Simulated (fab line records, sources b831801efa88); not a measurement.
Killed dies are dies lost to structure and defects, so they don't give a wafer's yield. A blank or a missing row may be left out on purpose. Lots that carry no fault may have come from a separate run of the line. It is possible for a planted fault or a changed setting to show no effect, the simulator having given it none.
Struck lot and sound lot, side by side    flow sky130    42 steps out of a route of 708
Sound: these wafers, L442.3, L442.5, L442.6. The struck wafers were L448.3, L448.4, L448.6. Last of all comes the cause.
For every step that has rows: the tool of each side, followed by ch and its chambers, followed by its first start. Under that, the readings that differ: sound wafers    struck wafers    difference of the means    sigmas: that difference in standard deviations of wafers without a fault.
alike: readings with means less than 2 such deviations apart, plus words and numbers identical on both sides. not compared: withheld readings, readings lacking a value on some wafer, bounds such as >300 that could conceal the same value, and numbers that have no deviation in the record and whose values overlap.
The two part at a step that has a row with sigmas, a row that says differs or no value, or rows on one side only. Numbers that don't overlap but have no deviation are shown without sigmas and don't part them. Lack of a reading on every wafer of one side parts them only where that side has two or more wafers.

first, 1 step without rows for these wafers: SKY_NWELL_IMPLANT_13.
SKY_NWELL_STRIP_14: strips in O2/N2.
  sound on plasma-asher-01 ch 0,1, day 5 23:31; struck on plasma-asher-02 ch 0,1, day 8 22:04
  alike: drypump-motor-current-A, oes-product-au, strip-time-to-endpoint-s
  not compared: rf-hours-counter-h
SKY_NWELL_TW_MEAS_15:
  sound on film-metro-04 at day 5 23:35; struck on film-metro-04 at day 8 22:08
  alike: NWELL_TW
then, 7 steps without rows for these wafers: SKY_NWELL_DEHYDRATE_16 (time 60 s); SKY_NWELL_HMDS_17 (prime time 60 s); SKY_NWELL_COAT_18 (resist thk 3000 nm); SKY_NWELL_SOFTBAKE_19; SKY_NWELL_EXPOSE_20 (exposes mask NWM COMPLEMENT, target cd 840 nm); SKY_NWELL_PEB_21; SKY_NWELL_DEVELOP_22 (develop time 60 s).
SKY_NWELL_OVL_MEAS_23:
  sound on overlay-01 at day 6 17:00; struck on overlay-01 at day 9 18:28
  alike: NWELL_01_OVL
following that, these wafers have no rows for 1 step: SKY_NWELL_IMPLANT_24.
SKY_NWELL_STRIP_25: strips in O2/N2.
  sound on plasma-asher-04 ch 0,1, day 6 17:13; struck on plasma-asher-01 ch 0,1, day 9 18:40
  alike: drypump-motor-current-A, oes-product-au, strip-time-to-endpoint-s
  not compared: rf-hours-counter-h
SKY_NWELL_TW_MEAS_26:
  sound on film-metro-01 at day 6 17:18; struck on film-metro-04 at day 9 18:46
reading     sound        struck       difference  sigmas
NWELL_2_TW  495 496 495  508 509 506  +12         +2
then, 1 step without rows for these wafers: SKY_NWELL_CLEAN_27 (cleans in SC1/SC2, time 150 s).
SKY_NWELL_RTA_28: time 30 s.
  sound on rtp-anneal-02 ch 0, day 6 17:25; struck on rtp-anneal-01 ch 0, day 9 18:53
  alike: chamber-o2-ppm, lamp-power-pct, wafer_temp_C_max
SKY_NWELL_RS_MEAS_29: measures by four-point-probe.
  sound on film-metro-02 at day 6 17:32; struck on film-metro-02 at day 9 18:59
  alike: NWELL_RS
SKY_NWELL_RS_MEAS_31: measures by four-point-probe.
  sound on film-metro-02 at day 6 17:46; struck on film-metro-02 at day 9 19:14
  alike: PWDE_RS
then, 7 steps without rows for these wafers: SKY_VT_ADJUST_HVTP_DEHYDRATE_00 (time 60 s); SKY_VT_ADJUST_HVTP_HMDS_01 (prime time 60 s); SKY_VT_ADJUST_HVTP_COAT_02 (resist thk 1140 nm); SKY_VT_ADJUST_HVTP_SOFTBAKE_03 (time 60 s); SKY_VT_ADJUST_HVTP_EXPOSE_04 (exposes mask HVTPM, target cd 380 nm); SKY_VT_ADJUST_HVTP_PEB_05; SKY_VT_ADJUST_HVTP_DEVELOP_06 (develop time 60 s).
SKY_VT_ADJUST_HVTP_CD_MEAS_07: the cd target is 380 nm.
  sound on cd-sem-02 at day 7 12:47; struck on cd-sem-01 at day 10 17:06
  alike: cd-nm
SKY_VT_ADJUST_HVTP_OVL_MEAS_08:
  sound on overlay-01 at day 7 12:53; struck on overlay-02 at day 10 17:11
  alike: VT_ADJUST_HVTP_OVL
following that, these wafers have no rows for 1 step: SKY_VT_ADJUST_HVTP_IMPLANT_09.
SKY_VT_ADJUST_HVTP_STRIP_10: strips in O2/N2.
  sound on plasma-asher-02 ch 0,1, day 7 13:05; struck on plasma-asher-03 ch 0,1, day 10 17:23
  alike: drypump-motor-current-A, oes-product-au, strip-time-to-endpoint-s
  not compared: rf-hours-counter-h
SKY_VT_ADJUST_HVTP_TW_MEAS_11:
  sound on film-metro-04 at day 7 13:11; struck on film-metro-04 at day 10 17:29
  alike: VT_ADJUST_HVTP_TW
then, 7 steps without rows for these wafers: SKY_VT_ADJUST_LVTN_DEHYDRATE_00 (time 60 s); SKY_VT_ADJUST_LVTN_HMDS_01 (prime time 60 s); SKY_VT_ADJUST_LVTN_COAT_02 (resist thk 3000 nm); SKY_VT_ADJUST_LVTN_SOFTBAKE_03; SKY_VT_ADJUST_LVTN_EXPOSE_04 (exposes mask NWM COMPLEMENT LESS NATIVE, target cd 840 nm); SKY_VT_ADJUST_LVTN_PEB_05; SKY_VT_ADJUST_LVTN_DEVELOP_06 (develop time 60 s).
SKY_VT_ADJUST_LVTN_OVL_MEAS_07:
  sound on overlay-02 at day 8 09:34; struck on overlay-01 at day 11 15:55
  alike: VT_ADJUST_LVTN_OVL
following that, these wafers have no rows for 1 step: SKY_VT_ADJUST_LVTN_IMPLANT_08.
SKY_VT_ADJUST_LVTN_STRIP_09: strips in O2/N2.
  sound on plasma-asher-03 ch 0,1, day 8 09:47; struck on plasma-asher-01 ch 0,1, day 11 16:07
  alike: drypump-motor-current-A, oes-product-au, strip-time-to-endpoint-s
  not compared: rf-hours-counter-h
SKY_VT_ADJUST_LVTN_TW_MEAS_10:
  sound on film-metro-01 at day 8 09:52; struck on film-metro-03 at day 11 16:13
reading            sound              struck             difference  sigmas
VT_ADJUST_LVTN_TW  241.6 241.2 243.0  238.2 238.4 238.5  -3.6        -2
-- record jumps: 38 days separate the struck wafers' starts on either side; left off in module VT_ADJUST_LVTN, taken up again in module PAD_OPEN, whose first shown step is the route's number 708 --
SKY_PAD_OPEN_PROBE_99:
  sound on prober-01 at day 47 05:40; struck on prober-01 at day 49 23:32
reading              sound     struck      difference  sigmas
killed-at-front-end  13 19 13  56 39 43    +31         +7
killed-dies          75 97 75  126 93 100  +24         +2
  alike: killed_at_M0_to_M3, killed_at_M4_up, killed-at-contacts, killed-at-other, killed-open, killed-short

WHERE THEY PART
Earliest at SKY_NWELL_TW_MEAS_26; latest, in this record, at SKY_PAD_OPEN_PROBE_99.

WHY: what the simulator had put in
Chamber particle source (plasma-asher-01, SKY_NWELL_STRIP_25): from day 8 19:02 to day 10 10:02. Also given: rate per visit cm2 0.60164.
